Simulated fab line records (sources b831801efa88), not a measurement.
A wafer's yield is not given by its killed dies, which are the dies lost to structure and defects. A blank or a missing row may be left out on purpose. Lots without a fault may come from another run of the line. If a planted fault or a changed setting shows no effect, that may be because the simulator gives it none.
Split-lot trial    flow gf180mcu    23 wafers read from 5 lots, route of 602 steps

== ON THE SPLIT ==
At GF_M3_SPUTTER_04 (material TiN, target thk 50 nm, time 41.7 s), the setting chamber pressure pa was moved away from the recipe's 0.4 Pa on 15 of the 23 wafers read, by -11.1% to +12.4%. All remaining wafers had this setting at the recipe value.

The split's own step is where the reading is taken.

== THE READING ==
TiN_of_M3_SPUTTER_04.thk nm (the simulator's own value, which no gauge read), in nm, at GF_M3_SPUTTER_04 (material TiN, target thk 50 nm, time 41.7 s). The file gives no usual value for it. Across the 8 wafers here that went through the recipe, the average is 49.66 nm and the standard deviation 0.51 nm.

wafer   tool, chamber at the split  chamber pressure pa as run, Pa  against the recipe  TiN_of_M3_SPUTTER_04.thk nm, nm  against lot-mates on the recipe
L074.1  pvd sputter-01, -           0.3556                          -11.1%              50.94                            no lot-mate on the recipe
L074.2  pvd sputter-01, -           0.3556                          -11.1%              50.8                             no lot-mate on the recipe
L074.3  pvd sputter-01, -           0.3556                          -11.1%              50.06                            no lot-mate on the recipe
L074.5  pvd sputter-01, -           0.3556                          -11.1%              50.56                            no lot-mate on the recipe
L074.6  pvd sputter-01, -           0.3556                          -11.1%              50.17                            no lot-mate on the recipe
L075.2  pvd sputter-02, -           0.4                             recipe              48.82                            -
L075.4  pvd sputter-02, -           0.4                             recipe              49.25                            -
L075.5  pvd sputter-02, -           0.4                             recipe              49.43                            -
L082.2  pvd sputter-02, -           0.4497                          +12.4%              48.68                            no lot-mate on the recipe
L082.3  pvd sputter-02, -           0.4497                          +12.4%              48.88                            no lot-mate on the recipe
L082.4  pvd sputter-02, -           0.4497                          +12.4%              48.38                            no lot-mate on the recipe
L082.5  pvd sputter-02, -           0.4497                          +12.4%              48.73                            no lot-mate on the recipe
L082.6  pvd sputter-02, -           0.4497                          +12.4%              48.39                            no lot-mate on the recipe
L083.1  pvd sputter-02, -           0.4245                          +6.1%               49.41                            no lot-mate on the recipe
L083.2  pvd sputter-02, -           0.4245                          +6.1%               49.46                            no lot-mate on the recipe
L083.3  pvd sputter-02, -           0.4245                          +6.1%               49.46                            no lot-mate on the recipe
L083.4  pvd sputter-02, -           0.4245                          +6.1%               49.26                            no lot-mate on the recipe
L083.5  pvd sputter-02, -           0.4245                          +6.1%               49.19                            no lot-mate on the recipe
L085.1  pvd sputter-01, -           0.4                             recipe              49.5                             -
L085.2  pvd sputter-01, -           0.4                             recipe              49.71                            -
L085.3  pvd sputter-01, -           0.4                             recipe              50.5                             -
L085.5  pvd sputter-01, -           0.4                             recipe              50.3                             -
L085.6  pvd sputter-01, -           0.4                             recipe              49.77                            -

THE FIT
A straight line over all 23 wafers: TiN_of_M3_SPUTTER_04.thk nm changes by -0.0774 nm for each +1% of chamber pressure pa; r = -0.86; the points scatter about the line by 0.38 nm.
Too few moved wafers with a lot-mate on the recipe to fit a line net of each lot's own level.

== FILE'S OWN FIT ==
TiN_of_M3_SPUTTER_04.thk nm changes by -0.0775 nm for each +1% of chamber pressure pa, r = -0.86.
